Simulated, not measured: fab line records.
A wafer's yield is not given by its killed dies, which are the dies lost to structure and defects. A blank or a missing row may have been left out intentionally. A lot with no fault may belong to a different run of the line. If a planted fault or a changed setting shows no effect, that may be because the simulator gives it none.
fab line records	flow sky130
record: lots: 6	wafers: 18	last_day: 50
route steps=708 shown METAL2@495 VIA2@507 PAD_OPEN@708
lots that met no fault: from a run of the same line without faults
start_h: hours from the record's first day to the start of the lot's first wafer shown	wait_h: how many hours have passed since the lot's step before this one	" the same as in the row above	L1.1+2: a row that stands for several wafers	- value missing, or start not given	* or withheld: withheld	< > ~ a bound
route shown NAME@n: names a module that has steps shown in the file, with the first one's number in the route	usual: mean/standard deviation taken from wafers without a fault	same: alike in all rows	chamber/n: place in a boat	sites: readings site by site	_std_site: their standard deviation	_edge_site: outer sites' mean less inner sites'	radius_mm: for every site, how far away it sits from the centre of the wafer	mask NAME#n: copy n	behind: the most recent tool/chamber to have shaped the wafer	hold: why the lot went on hold/how many hours it stayed there/how the hold came to an end	device: transistor that didn't switch, given as n, p or np	end of line: the tests these same wafers got at the end of their route	for a step that has no rows: nothing shown but its recipe	killed: count of dies lost to structure and defects at first sort (not the wafer's yield)	map: the dies of a wafer, with x for killed, . for not killed, _ for no die there
set.NAME: the run value of the setting; set.NAME@STEP: its run value at that earlier step	model.NAME: the simulator's own value behind a step, which no gauge read
a table for each step, a row for each wafer; lots at some steps of the route
services: from which hour (start_h, from the record's first day; less than 0 if before it) a tool's chamber was out of use, for how many hours, and why
== steps ==
step: SKY_METAL2_EXPOSE_12
recipe: mask_id: MM2	na: 0.8	source_shape: annular	sigma_inner: 0.55	sigma_outer: 0.85	target_cd_nm: 140	dose_mj: 28
step: SKY_METAL2_PEB_13
recipe: peb_temp_c: withheld	peb_time_s: withheld	resist: KrF-thick
step: SKY_METAL2_DEVELOP_14
recipe: develop_time_s: 60	resist: KrF-thick	dev_temp_c: 21
step: SKY_METAL2_CD_MEAS_15
recipe: target_cd_nm: 140
usual: cd_nm: 140.3/1.7
lot.wafer	tool	chamber	start_h	wait_h	cd_nm
L910.1	cd_sem-01	-	823.97	-	143.3
L910.2	"	-	"	"	140.4
L910.5	"	-	"	"	140.6
L912.1	cd_sem-02	-	837.32	-	138.5
L912.2	"	-	"	"	140.6
L912.5	"	-	"	"	139.4
L911.3	cd_sem-02	-	841.66	-	139.9
L911.5	"	-	"	"	139.7
L911.6	"	-	"	"	139.4
L914.1	cd_sem-01	-	841.79	-	138.7
L914.3	"	-	"	"	139.6
L914.4	"	-	"	"	139.4
L917.2	cd_sem-01	-	870.20	-	141.3
L917.4	"	-	"	"	139.4
L917.6	"	-	"	"	139.9
L933.1	cd_sem-02	-	983.08	-	141.1
L933.2	"	-	"	"	142.3
L933.4	"	-	"	"	141.7
step: SKY_METAL2_OVL_MEAS_16
usual: METAL2_OVL: -2/5.7
lot.wafer	tool	chamber	start_h	wait_h	METAL2_OVL[nm]
L910.1	overlay-01	-	824.09	0.1	-11
L910.2	"	-	"	"	-7
L910.5	"	-	"	"	-10
L912.1	overlay-01	-	837.44	0.1	-2
L912.2	"	-	"	"	-4
L912.5	"	-	"	"	-5
L911.3	overlay-01	-	841.76	0.1	10
L911.5	"	-	"	"	8
L911.6	"	-	"	"	11
L914.1	overlay-02	-	841.91	0.1	5
L914.3	"	-	"	"	6
L914.4	"	-	"	"	7
L917.2	overlay-01	-	870.31	0.1	-7
L917.4	"	-	"	"	0
L917.6	"	-	"	"	3
L933.1	overlay-01	-	983.20	0.1	8
L933.2	"	-	"	"	5
L933.4	"	-	"	"	4
step: SKY_METAL2_DESCUM_17
recipe: chemistry: O2	source_power_w: 150	bias_power_w: 0	pressure_mtorr: 10	temp_c: 40	time_s: 8
usual: drypump_motor_current_A: 5.65/0.087	oes_product_au: 0.999/0.0077
lot.wafer	tool	chamber	start_h	wait_h	drypump_motor_current_A	oes_product_au	rf_hours_counter_h
L910.1	rie_metal-03	1	824.13	0.0	5.75	1.005	6
L910.2	"	0	"	"	5.61	1.007	9
L910.5	"	1	"	"	5.69	1.001	-
L912.1	rie_metal-02	0	837.48	0.0	5.76	1.004	14
L912.2	"	1	"	"	5.63	1.002	5
L912.5	"	0	"	"	5.77	1.003	-
L911.3	rie_metal-03	0	841.79	0.0	5.66	1.002	-
L911.5	"	1	"	"	5.72	1.002	-
L911.6	"	0	"	"	5.66	1.004	-
L914.1	rie_metal-04	1	841.94	0.0	5.51	1.001	16
L914.3	"	1	"	"	5.49	1.002	-
L914.4	"	1	"	"	5.50	0.997	-
L917.2	rie_metal-02	1	870.34	0.0	5.65	1.009	7
L917.4	"	0	"	"	5.77	1.002	-
L917.6	"	1	"	"	5.65	1.000	-
L933.1	rie_metal-03	0	983.24	0.0	5.64	1.015	17
L933.2	"	1	"	"	5.73	0.998	14
L933.4	"	1	"	"	5.73	1.000	-
step: SKY_METAL2_ETCH_18
recipe: chemistry: N2/H2	target: BARC	ion_energy_ev: 200	bias_w: 100	pressure_mtorr: 30	n2_flow_sccm: 100	h2_flow_sccm: 200	icp_w: 500	stop_on: SiO2	time_s: 45.9	target_depth_a: 600
usual: drypump_motor_current_A: 5.66/0.089	oes_product_au: 0.854/0.0048	throttle_valve_pct: 13.224/0.0094
lot.wafer	tool	chamber	start_h	wait_h	drypump_motor_current_A	oes_product_au	rf_hours_counter_h	throttle_valve_pct
L910.1	rie_metal-03	1	824.16	0.0	5.73	0.850	6	13.207
L910.2	"	0	"	"	5.67	0.866	9	13.236
L910.5	"	1	"	"	5.71	0.849	-	13.211
L912.1	rie_metal-02	0	837.51	0.0	5.78	0.865	14	13.231
L912.2	"	1	"	"	5.65	0.864	5	13.217
L912.5	"	0	"	"	5.79	0.856	-	13.218
L911.3	rie_metal-03	0	841.83	0.0	5.65	0.860	-	13.219
L911.5	"	1	"	"	5.70	0.861	-	13.235
L911.6	"	0	"	"	5.64	0.855	-	13.227
L914.1	rie_metal-04	1	842.01	0.1	5.50	0.857	16	13.224
L914.3	"	1	"	"	5.48	0.849	-	13.237
L914.4	"	1	"	"	5.47	0.854	-	13.229
L917.2	rie_metal-02	1	870.37	0.0	5.67	0.848	7	13.230
L917.4	"	0	"	"	5.80	0.851	-	13.219
L917.6	"	1	"	"	5.68	0.855	-	13.221
L933.1	rie_metal-03	0	983.27	0.0	5.62	0.858	17	13.230
L933.2	"	1	"	"	5.72	0.858	14	13.214
L933.4	"	1	"	"	5.73	0.849	-	13.226
step: SKY_METAL2_METAL_ETCH_19
recipe: target_depth_a: 3600	stop_on: SiO2	over_etch_frac: 0.3	time_s: 78	chemistry: Cl2/BCl3	resist_sidewall_deg: 88	pressure_mtorr: 10	icp_w: 900	bias_w: 48.5	Cl2_flow_sccm: 60	bcl3_flow_sccm: 30
usual: bcl3_flow_sccm: 30.01/0.079	drypump_motor_current_A: 5.65/0.084	oes_product_au: 0.856/0.0052	throttle_valve_pct: 22.265/0.0095
lot.wafer	tool	chamber	start_h	wait_h	bcl3_flow_sccm	drypump_motor_current_A	oes_product_au	rf_hours_counter_h	throttle_valve_pct
L910.1	rie_metal-03	1	824.23	0.0	29.79	5.67	0.859	6	22.269
L910.2	"	0	"	"	29.96	5.65	0.853	9	22.271
L910.5	"	1	"	"	30.15	5.69	0.861	-	22.271
L912.1	rie_metal-02	0	837.58	0.0	30.02	5.74	0.855	14	22.262
L912.2	"	1	"	"	29.97	5.64	0.852	5	22.274
L912.5	"	0	"	"	29.99	5.76	0.852	-	22.256
L911.3	rie_metal-03	0	841.91	0.1	30.01	5.65	0.857	-	22.257
L911.5	"	1	"	"	30.02	5.74	0.851	-	22.255
L911.6	"	0	"	"	30.10	5.61	0.866	-	22.260
L914.1	rie_metal-04	1	842.13	0.1	30.02	5.48	0.853	16	22.254
L914.3	"	1	"	"	29.94	5.49	0.852	-	22.261
L914.4	"	1	"	"	30.06	5.49	0.851	-	22.249
L917.2	rie_metal-02	1	870.43	0.0	29.98	5.61	0.854	7	22.270
L917.4	"	0	"	"	29.99	5.78	0.853	-	22.260
L917.6	"	1	"	"	30.07	5.63	0.858	-	22.254
L933.1	rie_metal-03	0	983.33	0.0	30.00	5.63	0.852	17	22.274
L933.2	"	1	"	"	30.07	5.72	0.856	14	22.258
L933.4	"	1	"	"	29.96	5.75	0.864	-	22.260
step: SKY_METAL2_STRIP_20
recipe: chemistry: O2/N2	power_w: 1400	pressure_mtorr: 1500	platen_temp_c: withheld	o2_flow_sccm: 3000	n2_flow_sccm: 300	overash_fraction: 0.5
usual: drypump_motor_current_A: 5.73/0.25	oes_product_au: 0.343/0.0046	strip_time_to_endpoint_s: 2.691/0.027
lot.wafer	tool	chamber	start_h	wait_h	drypump_motor_current_A	oes_product_au	rf_hours_counter_h	strip_time_to_endpoint_s
L910.1	plasma_asher-04	1	824.32	0.1	5.69	0.345	39	2.686
L910.2	"	0	"	"	5.70	0.346	39	2.715
L910.5	"	1	"	"	5.69	0.343	-	2.678
L912.1	plasma_asher-01	0	837.67	0.1	5.73	0.340	10	2.690
L912.2	"	1	"	"	5.91	0.347	10	2.707
L912.5	"	0	"	"	5.70	0.336	-	2.690
L911.3	plasma_asher-04	0	842.00	0.1	5.71	0.344	-	2.715
L911.5	"	0	"	"	5.73	0.354	-	2.741
L911.6	"	1	"	"	5.75	0.345	-	2.726
L914.1	plasma_asher-01	1	842.31	0.1	5.91	0.341	10	2.689
L914.3	"	0	"	"	5.68	0.332	-	2.661
L914.4	"	1	"	"	5.93	0.344	-	2.705
L917.2	plasma_asher-01	0	870.52	0.1	5.70	0.345	13	2.713
L917.4	"	1	"	"	5.91	0.344	-	2.720
L917.6	"	0	"	"	5.70	0.354	-	2.713
L933.1	plasma_asher-01	0	983.42	0.1	5.69	0.343	24	2.653
L933.2	"	1	"	"	5.91	0.346	24	2.635
L933.4	"	0	"	"	5.69	0.331	-	2.645
step: SKY_METAL2_STRIP_21
recipe: chemistry: post_etch_residue_remover	time_s: 1200	temp_c: 72.5
step: SKY_METAL2_CLEAN_22
recipe: chemistry: IPA	time_s: 180	temp_c: 25
step: SKY_METAL2_CLEAN_23
recipe: chemistry: O3/DIW	dry: n2_spin
step: SKY_VIA2_HDPCVD_00
recipe: material: SiO2	target_thk_nm: 1180	sigma_open_frac: 0.3	time_s: 196.7	temp_c: 400	sih4_flow_sccm: 60	pressure_mtorr: 6
lot.wafer	tool	chamber	start_h	wait_h	model.SiO2_of_VIA2_HDPCVD_00.thk_nm
L910.1	hdpcvd-01	2	824.91	0.0	1182
L910.2	"	0	"	"	1176
L910.5	"	1	"	"	1194
L912.1	hdpcvd-02	0	838.26	0.0	1179
L912.2	"	2	"	"	1173
L912.5	"	2	"	"	1162
L911.3	hdpcvd-01	0	842.56	0.0	1175
L911.5	"	1	"	"	1183
L911.6	"	0	"	"	1182
L914.1	hdpcvd-02	2	842.90	0.0	1164
L914.3	"	0	"	"	1168
L914.4	"	0	"	"	1755
L917.2	hdpcvd-02	2	871.11	0.0	1173
L917.4	"	0	"	"	1756
L917.6	"	2	"	"	1741
L933.1	hdpcvd-01	2	984.01	0.0	1175
L933.2	"	0	"	"	1180
L933.4	"	0	"	"	1174
step: SKY_VIA2_THK_MEAS_01
recipe: reads: SiO2_of_VIA2_HDPCVD_00
usual: VIA2_HDPCVD_THK: 1174/11
lot.wafer	tool	chamber	start_h	wait_h	hold	VIA2_HDPCVD_THK[nm]
L910.1	film_metro-02	-	825.03	0.1	-	1182
L910.2	"	-	"	"	-	1176
L910.5	"	-	"	"	-	1194
L912.1	film_metro-02	-	838.38	0.1	-	1179
L912.2	"	-	"	"	-	1174
L912.5	"	-	"	"	-	1162
L911.3	film_metro-01	-	842.70	0.1	-	1174
L911.5	"	-	"	"	-	1183
L911.6	"	-	"	"	-	1182
L914.1	film_metro-02	-	843.03	0.1	await_dispo/0.2h/release	1164
L914.3	"	-	"	"	await_dispo/0.2h/release	1168
L914.4	"	-	"	"	await_dispo/0.2h/release	1753
L914.1	film_metro-02	-	843.31	0.3	-	1163
L914.3	"	-	"	"	-	1168
L914.4	"	-	"	"	-	1757
L917.2	film_metro-01	-	871.31	0.1	await_dispo/0.2h/release	1173
L917.4	"	-	"	"	await_dispo/0.2h/release	1756
L917.6	"	-	"	"	await_dispo/0.2h/release	1740
L917.2	film_metro-01	-	871.54	0.2	-	1172
L917.4	"	-	"	"	-	1755
L917.6	"	-	"	"	-	1741
L933.1	film_metro-02	-	984.14	0.1	-	1175
L933.2	"	-	"	"	-	1181
L933.4	"	-	"	"	-	1174
step: SKY_VIA2_CMP_02
recipe: material: SiO2	down_force_psi: 4	platen_rpm: 60	pad_velocity_m_s: 0.94248
usual: motor_current_A: 12.1/0.83	platen_rpm: 60.00/0.042
lot.wafer	tool	chamber	start_h	wait_h	hold	motor_current_A	platen_rpm
L910.1	cmp-01	0	825.14	0.1	-	11.2	60.01
L910.2	"	1	"	"	-	13.6	59.99
L910.5	"	0	"	"	-	11.8	59.92
L912.1	cmp-01	3	838.44	0.1	-	11.9	60.02
L912.2	"	0	"	"	-	11.5	60.01
L912.5	"	3	"	"	-	12.5	60.03
L911.3	cmp-01	1	842.84	0.1	-	12.7	59.98
L911.6	"	3	"	"	-	12.0	59.99
L911.5	"	0	"	"	-	11.8	60.02
L914.4	cmp-02	3	845.10	1.8	await_dispo/1.7h/release	12.2	60.04
L914.1	"	0	"	"	await_dispo/1.7h/release	11.5	60.05
L914.3	"	1	"	"	await_dispo/1.7h/release	11.9	60.01
L917.4	cmp-02	0	875.34	3.8	await_dispo/3.7h/release	11.8	60.05
L917.2	"	3	"	"	await_dispo/3.7h/release	12.3	60.05
L917.6	"	1	"	"	await_dispo/3.7h/release	11.5	60.01
L933.2	cmp-01	2	984.25	0.1	-	11.6	59.97
L933.4	"	3	"	"	-	12.0	60.02
L933.1	"	0	"	"	-	11.1	59.92
step: SKY_PAD_OPEN_PROBE_99
usual: defect_limited_yield: 82.5/1.9	killed_at_M0_to_M3: 44/7.2	killed_at_M4_up: 3.1/1.7	killed_at_contacts: 25/5.1	killed_at_front_end: 14/4.6	killed_at_other: 0.3/0.59	killed_dies: 86/9.6	killed_open: 47/7.4	killed_short: 39/6	sort_bin_3_pad_short: 0.8/0.4	sort_bin_5_function: 10.4/1.5	sort_bin_6_memory: 6.2/1.1	sort_n_pass: 406/9.6	sort_yield_pct: 82.5/1.9
same: gross_dies: 492	killed_at_back_side: 0	sort_bin_4_leakage[%]: 0	sort_bin_8_speed[%]: 0
lot.wafer	tool	chamber	start_h	wait_h	defect_limited_yield[%]	killed_at_M0_to_M3	killed_at_M4_up	killed_at_contacts	killed_at_front_end	killed_at_other	killed_dies	killed_open	killed_short	sort_bin_3_pad_short[%]	sort_bin_5_function[%]	sort_bin_6_memory[%]	sort_n_pass	sort_yield_pct[%]
L910.1	prober-01	-	1076.70	0.1	81.7	42	5	27	16	0	90	48	42	0.8	10.8	6.7	402	81.7
L910.2	prober-01	-	1076.75	0.1	81.9	35	5	26	23	0	89	45	44	0.6	11.4	6.1	403	81.9
L910.5	prober-01	-	1076.90	0.2	80.5	48	3	28	17	0	96	60	36	1.4	11.4	6.7	396	80.5
L912.1	prober-02	-	1086.87	0.1	81.9	43	2	28	16	0	89	49	40	1.0	11.4	5.7	403	81.9
L912.2	prober-02	-	1086.92	0.1	84.8	27	2	27	19	0	75	37	38	0.6	10.0	4.7	417	84.8
L912.5	prober-02	-	1087.07	0.2	82.3	39	6	25	17	0	87	53	34	0.6	10.6	6.5	405	82.3
L911.3	prober-02	-	1088.47	0.2	81.5	56	4	21	10	0	91	51	40	1.4	11.6	5.5	401	81.5
L911.5	prober-02	-	1088.57	0.2	80.5	47	3	32	14	0	96	49	47	1.4	13.2	4.9	396	80.5
L911.6	prober-02	-	1088.62	0.2	82.7	47	4	22	12	0	85	46	39	0.6	9.6	7.1	407	82.7
L914.1	prober-01	-	1089.60	0.1	83.9	42	4	22	10	1	79	38	41	0.4	10.8	4.9	413	83.9
L914.3	prober-01	-	1089.70	0.2	83.9	48	3	18	10	0	79	43	36	1.0	10.0	5.1	413	83.9
L914.4	prober-01	-	1089.75	0.2	82.3	41	8	23	13	2	87	47	40	1.4	10.0	6.3	405	82.3
L917.2	prober-01	-	1112.65	0.1	80.9	54	3	24	13	0	94	45	49	1.2	11.6	6.3	398	80.9
L917.4	prober-01	-	1112.75	0.2	85.8	25	4	23	18	0	70	35	35	1.0	7.7	5.5	422	85.8
L917.6	prober-01	-	1112.85	0.2	83.5	44	1	24	12	0	81	45	36	0.6	10.6	5.3	411	83.5
L933.1	prober-02	-	1195.45	0.1	80.3	42	4	34	16	1	97	51	46	1.0	10.8	7.9	395	80.3
L933.2	prober-02	-	1195.50	0.1	84.3	38	5	19	15	0	77	37	40	0.4	11.0	4.3	415	84.3
L933.4	prober-02	-	1195.60	0.2	83.1	39	4	21	19	0	83	42	41	0.8	11.0	5.1	409	83.1
killed by level:class
L910.1 VIA2:geometric_particle:open=8 VIA1:geometric_particle:short=7 LI_CONTACT:geometric_particle:open=7 CONTACT:geometric_particle:open=7 CONTACT:geometric_particle:short=6 VIA1:geometric_particle:open=6 METAL2:geometric_particle:short=5 METAL1:geometric_particle:short=5
L910.2 VIA2:geometric_particle:open=9 LI_CONTACT:geometric_particle:open=8 FIELD_ISO:geometric_particle:short=7 CONTACT:geometric_particle:open=7 FIELD_ISO:geometric_particle:open=6 POLY_GATE:geometric_particle:short=6 METAL1:geometric_particle:short=6 VIA1:geometric_particle:open=5
L910.5 VIA1:geometric_particle:open=13 CONTACT:geometric_particle:open=11 LI_CONTACT:geometric_particle:open=9 VIA2:geometric_particle:open=8 VIA3:geometric_particle:open=8 CONTACT:geometric_particle:short=5 METAL1:geometric_particle:short=5 METAL2:geometric_particle:short=5
L912.1 LI_CONTACT:geometric_particle:open=8 VIA2:geometric_particle:open=7 VIA3:geometric_particle:open=7 POLY_GATE:geometric_particle:open=6 CONTACT:geometric_particle:open=6 FIELD_ISO:geometric_particle:open=5 CONTACT:geometric_particle:short=5 METAL1:geometric_particle:short=5
L912.2 CONTACT:geometric_particle:open=8 LI_CONTACT:geometric_particle:open=7 CONTACT:geometric_particle:short=7 VIA1:geometric_particle:open=6 FIELD_ISO:geometric_particle:open=5 POLY_GATE:geometric_particle:open=5 METAL1:geometric_particle:short=5 LOCAL_INTERCONNECT:geometric_particle:short=4
L912.5 CONTACT:geometric_particle:open=12 VIA1:geometric_particle:open=11 VIA3:geometric_particle:open=9 POLY_GATE:geometric_particle:short=6 LI_CONTACT:geometric_particle:open=6 METAL4:geometric_particle:short=5 VIA1:geometric_particle:short=5 FIELD_ISO:geometric_particle:short=4
L911.3 VIA1:geometric_particle:open=15 VIA2:geometric_particle:open=9 CONTACT:geometric_particle:open=8 METAL1:geometric_particle:short=8 METAL2:geometric_particle:short=8 VIA3:geometric_particle:open=6 LI_CONTACT:geometric_particle:open=4 POLY_GATE:geometric_particle:open=3
L911.5 CONTACT:geometric_particle:open=16 VIA1:geometric_particle:open=11 CONTACT:geometric_particle:short=9 METAL1:geometric_particle:short=7 VIA3:geometric_particle:open=7 LI_CONTACT:geometric_particle:open=6 METAL2:geometric_particle:short=5 FIELD_ISO:geometric_particle:short=4
L911.6 VIA1:geometric_particle:open=14 CONTACT:geometric_particle:open=10 VIA2:geometric_particle:open=8 METAL2:geometric_particle:short=8 CONTACT:geometric_particle:short=6 FIELD_ISO:geometric_particle:open=5 LI_CONTACT:geometric_particle:open=4 METAL1:geometric_particle:short=4
L914.1 VIA1:geometric_particle:open=9 METAL1:geometric_particle:short=9 METAL2:geometric_particle:short=8 LI_CONTACT:geometric_particle:open=6 LOCAL_INTERCONNECT:geometric_particle:short=6 VIA3:geometric_particle:open=5 FIELD_ISO:geometric_particle:open=4 CONTACT:geometric_particle:open=4
L914.3 VIA1:geometric_particle:open=10 LOCAL_INTERCONNECT:geometric_particle:short=7 VIA3:geometric_particle:open=7 VIA2:geometric_particle:open=7 CONTACT:geometric_particle:open=6 METAL3:geometric_particle:short=5 METAL2:geometric_particle:short=5 FIELD_ISO:geometric_particle:open=4
L914.4 VIA3:geometric_particle:open=11 CONTACT:geometric_particle:open=8 VIA1:geometric_particle:open=7 LOCAL_INTERCONNECT:geometric_particle:short=6 METAL4:geometric_particle:short=6 FIELD_ISO:geometric_particle:open=4 POLY_CUT:geometric_particle:open=4 LI_CONTACT:geometric_particle:open=4
L917.2 METAL1:geometric_particle:short=12 VIA3:geometric_particle:open=8 VIA1:geometric_particle:open=8 CONTACT:geometric_particle:open=7 VIA2:geometric_particle:open=6 LI_CONTACT:geometric_particle:short=5 LI_CONTACT:geometric_particle:open=5 CONTACT:geometric_particle:short=5
L917.4 CONTACT:geometric_particle:open=10 FIELD_ISO:geometric_particle:open=6 LI_CONTACT:geometric_particle:short=6 VIA1:geometric_particle:open=6 CONTACT:geometric_particle:short=5 METAL4:geometric_particle:short=4 POLY_GATE:geometric_particle:open=3 POLY_GATE:geometric_particle:short=3
L917.6 METAL2:geometric_particle:short=9 CONTACT:geometric_particle:open=9 METAL1:geometric_particle:short=9 LI_CONTACT:geometric_particle:open=8 VIA1:geometric_particle:open=6 POLY_GATE:geometric_particle:open=4 VIA2:geometric_particle:open=4 LOCAL_INTERCONNECT:geometric_particle:short=4
L933.1 CONTACT:geometric_particle:open=13 LI_CONTACT:geometric_particle:open=10 METAL1:geometric_particle:short=10 LOCAL_INTERCONNECT:geometric_particle:short=7 VIA3:geometric_particle:open=6 VIA1:geometric_particle:open=5 VIA2:geometric_particle:open=5 VIA2:geometric_particle:short=4
L933.2 LI_CONTACT:geometric_particle:open=9 VIA2:geometric_particle:open=8 VIA3:geometric_particle:short=7 POLY_GATE:geometric_particle:short=5 METAL2:geometric_particle:short=5 POLY_GATE:geometric_particle:open=4 CONTACT:geometric_particle:open=4 METAL1:geometric_particle:short=4
L933.4 LI_CONTACT:geometric_particle:open=11 METAL1:geometric_particle:short=8 VIA1:geometric_particle:open=8 POLY_GATE:geometric_particle:short=7 VIA1:geometric_particle:short=7 VIA2:geometric_particle:open=6 FIELD_ISO:geometric_particle:open=5 METAL4:geometric_particle:short=4
== services ==
tool	chamber	start_h	hours	kind
rie_metal-03	1	807.25	12.8	repair
cmp-02	-	815.39	3.4	repair
rie_metal-04	0	830.44	20.5	repair
cmp-02	-	830.64	2.1	repair
cmp-01	-	835.15	3.0	repair
cmp-02	-	852.74	4.4	repair
plasma_asher-04	-	860.75	1.0	repair
hdpcvd-02	1	864.52	26.8	repair
rie_metal-04	1	886.57	9.0	repair
rie_metal-03	-	886.91	5.7	repair
cmp-02	-	912.04	4.0	pm
cmp-01	-	922.99	6.4	pm
rie_metal-03	1	926.56	4.8	repair
cmp-02	-	948.74	3.8	repair
hdpcvd-01	-	950.25	15.0	pm
rie_metal-02	-	950.38	5.2	repair
rie_metal-04	0	953.71	1.1	repair
hdpcvd-02	-	965.25	0.8	pm
hdpcvd-02	-	973.60	3.4	repair
rie_metal-02	0	978.26	2.7	repair
rie_metal-02	0	980.98	-	clean
rie_metal-02	0	980.98	23.7	scheduled_down
rie_metal-02	0	980.98	23.7	vent_cycle
plasma_asher-04	-	983.76	3.4	repair
== key ==
first_sign: step: SKY_VIA2_THK_MEAS_01	reading: visit	direction: added
effect: step: SKY_VIA2_THK_MEAS_01	reading: VIA2_HDPCVD_THK	direction: up	sigmas: 54	usual: 1174	struck: 1750
model_effect: step: SKY_VIA2_HDPCVD_00	value: SiO2_of_VIA2_HDPCVD_00.thk_nm	without: 1165	struck: 1750
met_at SKY_VIA2_HDPCVD_00
struck_wafers L914.4,L917.4,L917.6
onset_between 838.26 842.90
fault: kind: process_parameter_drift	tool: hdpcvd-02	chamber: -	onset_h: 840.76	steps: SKY_VIA2_HDPCVD_00	channel: target_thk_nm	offset: 585.15	shape: step	end_h: 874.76	scope: struck_wafers_only	acts_in: these_recipes_only	stated: 1180
